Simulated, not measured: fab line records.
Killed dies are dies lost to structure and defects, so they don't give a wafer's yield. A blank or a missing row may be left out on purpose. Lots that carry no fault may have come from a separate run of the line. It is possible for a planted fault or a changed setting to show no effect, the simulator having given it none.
fab line records + flow gf180mcu
[record]
- lots = 12
- wafers = 36
- last_day = 34
route steps=602 shown VT_IMPLANT@108 HV_LDD@217 CONTACT@291
lots with no fault: from the same line, run without faults
start_h: hours from the record's first day to the start of the lot's first wafer shown + wait_h: how many hours have passed since the lot's step before this one + " same as the row above + L1.1+2: one row covering several wafers at once + - either no value or no given start + * or withheld: withheld + < > ~ a bound
route shown NAME@n: a module of which the file shows steps, and the number in the route of the first + usual: average and standard deviation across the fault-free wafers + same: alike in all rows + chamber/n: place in a boat + sites: per-site readings + _std_site: standard deviation across them + _edge_site: the outer-site mean with the inner-site mean subtracted + radius_mm: how far each site lies from the wafer's centre + mask NAME#n: copy n + behind: the tool/chamber that last shaped the wafer + hold: what put the lot on hold/how long, in hours/how the hold closed + device: whichever transistor did not switch (one of n, p or np) + end of line: tests run on the same wafers once the route is complete + for a step that has no rows: nothing shown but its recipe + killed: not the wafer's yield, but the dies lost to structure and defects at the first sort + map: shows each die of a wafer: x if killed, . if not, _ if none is there
set.NAME: setting as actually run; set.NAME@STEP: the setting as run at that earlier step + model.NAME: the simulator's own value behind a step, which no gauge read
a sample of lots followed through the steps of the route, with each step as a table and each wafer as a row
services: when a tool's chamber went out of use (start_h, in hours from the record's first day, below 0 if earlier), for how many hours, and the reason
[[steps]]
[step GF_VT_IMPLANT_OVL_MEAS_18]
[usual]
- VT_IMPLANT_01_OVL = 0.1/1.4
| lot.wafer | tool       | chamber | start_h | wait_h | VT_IMPLANT_01_OVL[nm] |
|-----------|------------|---------|---------|--------|-----------------------|
| L684.1    | overlay-01 | -       | 131.96  | 0.1    | 0.2                   |
| L684.2    | "          | -       | "       | "      | -1.0                  |
| L684.6    | "          | -       | "       | "      | 1.0                   |
| L685.1    | overlay-01 | -       | 138.59  | 0.1    | -0.9                  |
| L685.2    | "          | -       | "       | "      | -0.2                  |
| L685.4    | "          | -       | "       | "      | -1.2                  |
| L686.1    | overlay-01 | -       | 144.31  | 0.1    | 2.9                   |
| L686.3    | "          | -       | "       | "      | 0.6                   |
| L686.6    | "          | -       | "       | "      | 1.4                   |
| L688.1    | overlay-01 | -       | 155.84  | 0.1    | 0.9                   |
| L688.4    | "          | -       | "       | "      | 1.0                   |
| L688.5    | "          | -       | "       | "      | 2.7                   |
| L690.1    | overlay-02 | -       | 166.89  | 0.1    | -1.3                  |
| L690.2    | "          | -       | "       | "      | 1.1                   |
| L690.6    | "          | -       | "       | "      | 0.6                   |
| L697.1    | overlay-02 | -       | 209.14  | 0.1    | 0.9                   |
| L697.2    | "          | -       | "       | "      | 1.4                   |
| L697.5    | "          | -       | "       | "      | 2.7                   |
| L699.2    | overlay-01 | -       | 222.96  | 0.1    | -1.1                  |
| L699.3    | "          | -       | "       | "      | -0.2                  |
| L699.5    | "          | -       | "       | "      | -1.9                  |
| L701.1    | overlay-02 | -       | 237.65  | 0.1    | 0.9                   |
| L701.4    | "          | -       | "       | "      | 0.3                   |
| L701.5    | "          | -       | "       | "      | 2.7                   |
| L703.1    | overlay-02 | -       | 251.06  | 0.1    | -0.6                  |
| L703.2    | "          | -       | "       | "      | 1.7                   |
| L703.5    | "          | -       | "       | "      | 0.9                   |
| L704.1    | overlay-01 | -       | 264.88  | 0.1    | -1.0                  |
| L704.4    | "          | -       | "       | "      | 0.0                   |
| L704.5    | "          | -       | "       | "      | 1.2                   |
| L706.1    | overlay-01 | -       | 273.56  | 0.1    | -1.3                  |
| L706.4    | "          | -       | "       | "      | -2.6                  |
| L706.5    | "          | -       | "       | "      | -2.2                  |
| L705.3    | overlay-02 | -       | 274.15  | 0.1    | 0.7                   |
| L705.4    | "          | -       | "       | "      | -2.1                  |
| L705.5    | "          | -       | "       | "      | -1.2                  |
[step GF_VT_IMPLANT_OVL_MEAS_29]
[usual]
- VT_IMPLANT_02_OVL = -1.7/1.2
| lot.wafer | tool       | chamber | start_h | wait_h | VT_IMPLANT_02_OVL[nm] |
|-----------|------------|---------|---------|--------|-----------------------|
| L684.1    | overlay-02 | -       | 146.30  | 0.1    | -2.3                  |
| L684.2    | "          | -       | "       | "      | -1.1                  |
| L684.6    | "          | -       | "       | "      | -1.8                  |
| L685.1    | overlay-01 | -       | 153.00  | 0.1    | -5.1                  |
| L685.2    | "          | -       | "       | "      | -1.9                  |
| L685.4    | "          | -       | "       | "      | -3.7                  |
| L686.1    | overlay-01 | -       | 159.85  | 0.1    | -1.6                  |
| L686.3    | "          | -       | "       | "      | -1.9                  |
| L686.6    | "          | -       | "       | "      | -1.7                  |
| L688.1    | overlay-02 | -       | 170.69  | 0.1    | 0.0                   |
| L688.4    | "          | -       | "       | "      | -2.0                  |
| L688.5    | "          | -       | "       | "      | -2.4                  |
| L690.1    | overlay-02 | -       | 182.46  | 0.1    | -3.4                  |
| L690.2    | "          | -       | "       | "      | -1.7                  |
| L690.6    | "          | -       | "       | "      | -3.3                  |
| L697.1    | overlay-02 | -       | 226.06  | 0.1    | -1.1                  |
| L697.2    | "          | -       | "       | "      | -3.2                  |
| L697.5    | "          | -       | "       | "      | -1.3                  |
| L699.2    | overlay-01 | -       | 240.99  | 0.1    | -2.3                  |
| L699.3    | "          | -       | "       | "      | -2.0                  |
| L699.5    | "          | -       | "       | "      | -2.5                  |
| L701.1    | overlay-02 | -       | 256.25  | 0.1    | -0.5                  |
| L701.4    | "          | -       | "       | "      | -0.5                  |
| L701.5    | "          | -       | "       | "      | -0.5                  |
| L703.1    | overlay-02 | -       | 269.66  | 0.1    | -2.2                  |
| L703.2    | "          | -       | "       | "      | -2.5                  |
| L703.5    | "          | -       | "       | "      | -1.8                  |
| L704.1    | overlay-01 | -       | 284.56  | 0.1    | -3.9                  |
| L704.4    | "          | -       | "       | "      | -2.4                  |
| L704.5    | "          | -       | "       | "      | -2.3                  |
| L706.1    | overlay-02 | -       | 293.06  | 0.1    | -1.8                  |
| L706.4    | "          | -       | "       | "      | -2.0                  |
| L706.5    | "          | -       | "       | "      | -0.9                  |
| L705.3    | overlay-01 | -       | 294.00  | 0.1    | 0.4                   |
| L705.4    | "          | -       | "       | "      | -0.6                  |
| L705.5    | "          | -       | "       | "      | 1.0                   |
[step GF_HV_LDD_COAT_41]
[recipe]
- resist = NOVOLAK
- spin_rpm = 3000
- resist_thk_nm = 1000
| lot.wafer  | tool           | chamber | start_h | wait_h |
|------------|----------------|---------|---------|--------|
| L684.1+2+6 | litho_track-01 | 0       | 271.70  | 0.1    |
| L685.1+2+4 | litho_track-04 | 0       | 278.73  | 0.1    |
| L686.1+3+6 | litho_track-01 | 0       | 286.55  | 0.1    |
| L688.1+4+5 | litho_track-03 | 0       | 296.73  | 0.1    |
| L690.1+2+6 | litho_track-04 | 0       | 314.73  | 0.1    |
| L697.1+2+5 | litho_track-01 | 0       | 368.90  | 0.1    |
| L699.2+3+5 | litho_track-04 | 0       | 382.06  | 0.1    |
| L701.1+4+5 | litho_track-01 | 0       | 402.55  | 0.1    |
| L703.1+2+5 | litho_track-03 | 0       | 421.22  | 0.1    |
| L704.1+4+5 | litho_track-03 | 0       | 436.97  | 0.1    |
| L706.1+4+5 | litho_track-04 | 0       | 445.73  | 0.1    |
| L705.3+4+5 | litho_track-04 | 0       | 450.28  | 0.1    |
[step GF_HV_LDD_CD_MEAS_46]
[recipe]
- target_cd_nm = 400
[usual]
- cd_nm = 399.5/2
| lot.wafer | tool      | chamber | start_h | wait_h | cd_nm |
|-----------|-----------|---------|---------|--------|-------|
| L684.1    | cd_sem-01 | -       | 281.43  | 0.1    | 396.9 |
| L684.2    | "         | -       | "       | "      | 398.7 |
| L684.6    | "         | -       | "       | "      | 398.1 |
| L685.1    | cd_sem-01 | -       | 288.83  | 0.1    | 397.3 |
| L685.2    | "         | -       | "       | "      | 396.7 |
| L685.4    | "         | -       | "       | "      | 398.8 |
| L686.1    | cd_sem-02 | -       | 296.45  | 0.1    | 400.4 |
| L686.3    | "         | -       | "       | "      | 398.6 |
| L686.6    | "         | -       | "       | "      | 400.1 |
| L688.1    | cd_sem-02 | -       | 307.04  | 0.3    | 398.4 |
| L688.4    | "         | -       | "       | "      | 399.4 |
| L688.5    | "         | -       | "       | "      | 399.1 |
| L690.1    | cd_sem-01 | -       | 325.28  | 0.1    | 418.8 |
| L690.2    | "         | -       | "       | "      | 417.2 |
| L690.6    | "         | -       | "       | "      | 400.3 |
| L697.1    | cd_sem-02 | -       | 380.38  | 0.1    | 399.1 |
| L697.2    | "         | -       | "       | "      | 397.7 |
| L697.5    | "         | -       | "       | "      | 396.9 |
| L699.2    | cd_sem-02 | -       | 393.50  | 0.1    | 400.5 |
| L699.3    | "         | -       | "       | "      | 399.8 |
| L699.5    | "         | -       | "       | "      | 400.9 |
| L701.1    | cd_sem-02 | -       | 414.25  | 0.1    | 401.0 |
| L701.4    | "         | -       | "       | "      | 401.6 |
| L701.5    | "         | -       | "       | "      | 399.7 |
| L703.1    | cd_sem-01 | -       | 433.65  | 0.1    | 403.0 |
| L703.2    | "         | -       | "       | "      | 399.9 |
| L703.5    | "         | -       | "       | "      | 398.7 |
| L704.1    | cd_sem-02 | -       | 449.45  | 0.1    | 400.7 |
| L704.4    | "         | -       | "       | "      | 399.2 |
| L704.5    | "         | -       | "       | "      | 400.0 |
| L706.1    | cd_sem-02 | -       | 458.32  | 0.1    | 398.6 |
| L706.4    | "         | -       | "       | "      | 400.5 |
| L706.5    | "         | -       | "       | "      | 400.6 |
| L705.3    | cd_sem-01 | -       | 462.21  | 0.1    | 400.9 |
| L705.4    | "         | -       | "       | "      | 397.8 |
| L705.5    | "         | -       | "       | "      | 401.7 |
[step GF_HV_LDD_STRIP_49]
[recipe]
- chemistry = O2/N2
- power_w = 1400
- pressure_mtorr = 1500
- platen_temp_c = 250
- o2_flow_sccm = 3000
- n2_flow_sccm = 300
- overash_fraction = 0.5
[usual]
- drypump_motor_current_A = 5.5/0.53
- heater_power_w = 326/32
- oes_product_au = 0.716/0.0046
- strip_time_to_endpoint_s = 12.651/0.029
| lot.wafer | tool            | chamber | start_h | wait_h | drypump_motor_current_A | heater_power_w | oes_product_au | rf_hours_counter_h | strip_time_to_endpoint_s |
|-----------|-----------------|---------|---------|--------|-------------------------|----------------|----------------|--------------------|--------------------------|
| L684.1    | plasma_asher-02 | 1       | 281.73  | 0.1    | 6.6                     | 296            | 0.726          | 18                 | 12.610                   |
| L684.2    | "               | 0       | "       | "      | 5.3                     | 328            | 0.715          | 18                 | 12.658                   |
| L684.6    | "               | 1       | "       | "      | 6.6                     | 295            | 0.714          | -                  | 12.617                   |
| L685.1    | plasma_asher-01 | 1       | 289.13  | 0.1    | 5.0                     | 299            | 0.720          | 49                 | 12.666                   |
| L685.2    | "               | 0       | "       | "      | 5.6                     | 366            | 0.717          | 49                 | 12.642                   |
| L685.4    | "               | 1       | "       | "      | 5.0                     | 309            | 0.711          | -                  | 12.643                   |
| L686.1    | plasma_asher-03 | 0       | 296.76  | 0.1    | 5.8                     | 351            | 0.713          | 63                 | 12.626                   |
| L686.3    | "               | 1       | "       | "      | 5.0                     | 291            | 0.719          | -                  | 12.662                   |
| L686.6    | "               | 1       | "       | "      | 5.0                     | 285            | 0.718          | -                  | 12.620                   |
| L688.1    | plasma_asher-01 | 0       | 307.35  | 0.1    | 5.6                     | 363            | 0.711          | 51                 | 12.657                   |
| L688.4    | "               | 0       | "       | "      | 5.6                     | 372            | 0.722          | -                  | 12.641                   |
| L688.5    | "               | 0       | "       | "      | 5.6                     | 373            | 0.716          | -                  | 12.643                   |
| L690.1    | plasma_asher-02 | 0       | 325.58  | 0.1    | 5.3                     | 327            | 0.681          | 23                 | 10.767                   |
| L690.2    | "               | 1       | "       | "      | 6.6                     | 301            | 0.680          | 23                 | 10.715                   |
| L690.6    | "               | 1       | "       | "      | 6.6                     | 300            | 0.722          | -                  | 12.658                   |
| L697.1    | plasma_asher-01 | 1       | 380.68  | 0.1    | 5.0                     | 307            | 0.719          | 58                 | 12.611                   |
| L697.2    | "               | 0       | "       | "      | 5.6                     | 366            | 0.717          | 58                 | 12.671                   |
| L697.5    | "               | 1       | "       | "      | 5.0                     | 304            | 0.720          | -                  | 12.623                   |
| L699.2    | plasma_asher-02 | 1       | 393.78  | 0.1    | 6.6                     | 294            | 0.720          | 30                 | 12.699                   |
| L699.3    | "               | 0       | "       | "      | 5.3                     | 312            | 0.713          | -                  | 12.685                   |
| L699.5    | "               | 1       | "       | "      | 6.6                     | 300            | 0.713          | -                  | 12.668                   |
| L701.1    | plasma_asher-03 | 0       | 414.55  | 0.1    | 5.8                     | 350            | 0.717          | 75                 | 12.580                   |
| L701.4    | "               | 0       | "       | "      | 5.8                     | 359            | 0.710          | -                  | 12.560                   |
| L701.5    | "               | 1       | "       | "      | 5.1                     | 288            | 0.712          | -                  | 12.595                   |
| L703.1    | plasma_asher-02 | 1       | 433.95  | 0.1    | 6.5                     | 303            | 0.716          | 34                 | 12.626                   |
| L703.2    | "               | 0       | "       | "      | 5.3                     | 328            | 0.715          | 34                 | 12.621                   |
| L703.5    | "               | 1       | "       | "      | 6.5                     | 295            | 0.714          | -                  | 12.639                   |
| L704.1    | plasma_asher-01 | 1       | 449.75  | 0.1    | 5.0                     | 304            | 0.721          | 66                 | 12.644                   |
| L704.4    | "               | 1       | "       | "      | 5.0                     | 309            | 0.713          | -                  | 12.612                   |
| L704.5    | "               | 0       | "       | "      | 5.6                     | 377            | 0.717          | -                  | 12.641                   |
| L706.1    | plasma_asher-03 | 1       | 458.63  | 0.1    | 5.0                     | 293            | 0.713          | 79                 | 12.650                   |
| L706.4    | "               | 0       | "       | "      | 5.8                     | 343            | 0.724          | -                  | 12.661                   |
| L706.5    | "               | 1       | "       | "      | 5.1                     | 288            | 0.718          | -                  | 12.637                   |
| L705.3    | plasma_asher-01 | 0       | 462.51  | 0.1    | 5.6                     | 362            | 0.718          | -                  | 12.598                   |
| L705.4    | "               | 1       | "       | "      | 5.0                     | 305            | 0.716          | -                  | 12.649                   |
| L705.5    | "               | 0       | "       | "      | 5.6                     | 390            | 0.721          | -                  | 12.639                   |
[step GF_CONTACT_CMP_04]
[recipe]
- material = SiO2
- down_force_psi = 4
- platen_rpm = 60
- pad_velocity_m_s = 0.94248
[usual]
- motor_current_A = 11.7/0.7
- slurry_filter_dp_kPa = 13.50/0.14
- time_to_endpoint_s = 114/7.2
| lot.wafer | tool   | chamber | start_h | wait_h | motor_current_A | slurry_filter_dp_kPa | time_to_endpoint_s |
|-----------|--------|---------|---------|--------|-----------------|----------------------|--------------------|
| L684.2    | cmp-02 | 2       | 348.72  | 0.1    | 10.6            | 13.42                | 122                |
| L684.1    | "      | 3       | "       | "      | 11.0            | 13.65                | 127                |
| L684.6    | "      | 0       | "       | "      | 13.0            | 13.30                | 123                |
| L685.4    | cmp-02 | 0       | 355.22  | 0.0    | 11.9            | 13.40                | 123                |
| L685.2    | "      | 1       | "       | "      | 11.5            | 13.79                | 112                |
| L685.1    | "      | 2       | "       | "      | 11.0            | 13.44                | 122                |
| L686.1    | cmp-01 | 0       | 365.24  | 0.1    | 12.1            | 13.43                | 108                |
| L686.3    | "      | 2       | "       | "      | 10.8            | 13.46                | 104                |
| L686.6    | "      | 0       | "       | "      | 12.0            | 13.46                | 116                |
| L688.1    | cmp-02 | 3       | 377.51  | 0.1    | 10.8            | 13.27                | 117                |
| L688.4    | "      | 0       | "       | "      | 13.3            | 13.49                | 123                |
| L688.5    | "      | 2       | "       | "      | 10.9            | 13.71                | 121                |
| L690.2    | cmp-01 | 1       | 394.95  | 0.1    | 11.9            | 13.35                | 97                 |
| L690.1    | "      | 3       | "       | "      | 10.8            | 13.34                | 117                |
| L690.6    | "      | 0       | "       | "      | 12.4            | 13.27                | 113                |
| L697.2    | cmp-01 | 1       | 456.44  | 0.1    | 12.3            | 13.50                | 112                |
| L697.1    | "      | 3       | "       | "      | 11.6            | 13.62                | 116                |
| L697.5    | "      | 0       | "       | "      | 12.0            | 13.23                | 124                |
| L699.3    | cmp-02 | 2       | 471.35  | 0.0    | 10.6            | 13.42                | 120                |
| L699.2    | "      | 0       | "       | "      | 12.8            | 13.51                | 117                |
| L699.5    | "      | 3       | "       | "      | 11.3            | 13.50                | 117                |
| L701.4    | cmp-01 | 3       | 493.10  | 0.1    | 11.4            | 13.35                | 120                |
| L701.1    | "      | 0       | "       | "      | 11.7            | 13.63                | 118                |
| L701.5    | "      | 1       | "       | "      | 12.5            | 13.57                | 118                |
| L703.2    | cmp-01 | 1       | 511.56  | 0.1    | 12.3            | 13.55                | 108                |
| L703.1    | "      | 2       | "       | "      | 10.8            | 13.66                | 97                 |
| L703.5    | "      | 0       | "       | "      | 12.5            | 13.47                | 115                |
| L704.4    | cmp-02 | 1       | 525.16  | 0.0    | 11.4            | 13.70                | 118                |
| L704.1    | "      | 2       | "       | "      | 10.7            | 13.30                | 117                |
| L704.5    | "      | 2       | "       | "      | 10.3            | 13.42                | 119                |
| L706.4    | cmp-02 | 2       | 535.42  | 0.1    | 10.8            | 13.55                | 123                |
| L706.1    | "      | 3       | "       | "      | 11.7            | 13.53                | 112                |
| L706.5    | "      | 1       | "       | "      | 11.7            | 13.36                | 112                |
| L705.3    | cmp-01 | 2       | 537.18  | 0.1    | 11.0            | 13.60                | 93                 |
| L705.4    | "      | 0       | "       | "      | 12.1            | 13.84                | 112                |
| L705.5    | "      | 2       | "       | "      | 10.8            | 13.56                | 104                |
[[services]]
| tool            | chamber | start_h | hours | kind                           |
|-----------------|---------|---------|-------|--------------------------------|
| cmp-02          | -       | 255.67  | 5.8   | pm                             |
| cmp-01          | -       | 256.07  | 1.3   | repair                         |
| cmp-01          | -       | 261.59  | 3.4   | repair                         |
| cmp-01          | -       | 269.90  | 1.9   | repair                         |
| cmp-02          | -       | 283.90  | 15.7  | repair                         |
| plasma_asher-01 | -       | 297.34  | 0.6   | repair                         |
| cmp-01          | -       | 299.58  | 5.3   | pm                             |
| cmp-02          | -       | 312.92  | 0.5   | repair                         |
| cmp-02          | -       | 327.71  | 5.2   | pm                             |
| cmp-01          | -       | 348.26  | 4.3   | pm                             |
| plasma_asher-02 | -       | 380.65  | 1.8   | repair                         |
| cmp-02          | -       | 390.76  | 3.2   | repair                         |
| plasma_asher-01 | -       | 393.15  | 4.3   | pm                             |
| cmp-02          | -       | 404.04  | 4.0   | pm                             |
| cmp-02          | -       | 408.04  | -     | consumable_replace:conditioner |
| cmp-02          | -       | 408.04  | -     | consumable_replace:pad         |
| plasma_asher-03 | -       | 440.06  | 8.3   | repair                         |
| cmp-01          | -       | 442.38  | 1.2   | repair                         |
| cmp-02          | -       | 442.97  | 4.0   | repair                         |
| cmp-02          | -       | 456.17  | 4.0   | repair                         |
| cmp-02          | -       | 490.37  | 0.4   | repair                         |
| cmp-02          | -       | 511.99  | 0.8   | repair                         |
| cmp-02          | -       | 515.82  | 0.3   | repair                         |
| cmp-01          | -       | 523.26  | 3.9   | repair                         |
[[key]]
[first_sign]
- step = GF_HV_LDD_CD_MEAS_46
- reading = cd_nm
- direction = up
- sigmas = 9.3
- usual = 399.5
- struck = 418.0
[effect]
- step = GF_HV_LDD_STRIP_49
- reading = strip_time_to_endpoint_s
- direction = down
- sigmas = 67
- usual = *
- struck = *
met_at GF_HV_LDD_COAT_41
struck_lots L690
struck_wafers L690.1,L690.2
tester_left_out L690
not_acting_at GF_VT_IMPLANT_OVL_MEAS_18,GF_VT_IMPLANT_OVL_MEAS_29,GF_CONTACT_CMP_04
onset_between 278.73 314.73
[fault]
- kind = process_parameter_drift
- tool = litho_track-04
- chamber = -
- onset_h = 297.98
- steps = GF_HV_LDD_COAT_41
- channel = resist_thk_nm
- offset = *
- shape = step
- end_h = 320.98
- scope = struck_wafers_only
- acts_in = *
- stated = *
// tester_left_out: of these lots the tester's yield and bins aren't shown, on N5 and GAA mostly nor the transistor test; their killed dies are dies lost to structure and defects alone, not to doping, threshold or leakage, so they don't give the yield
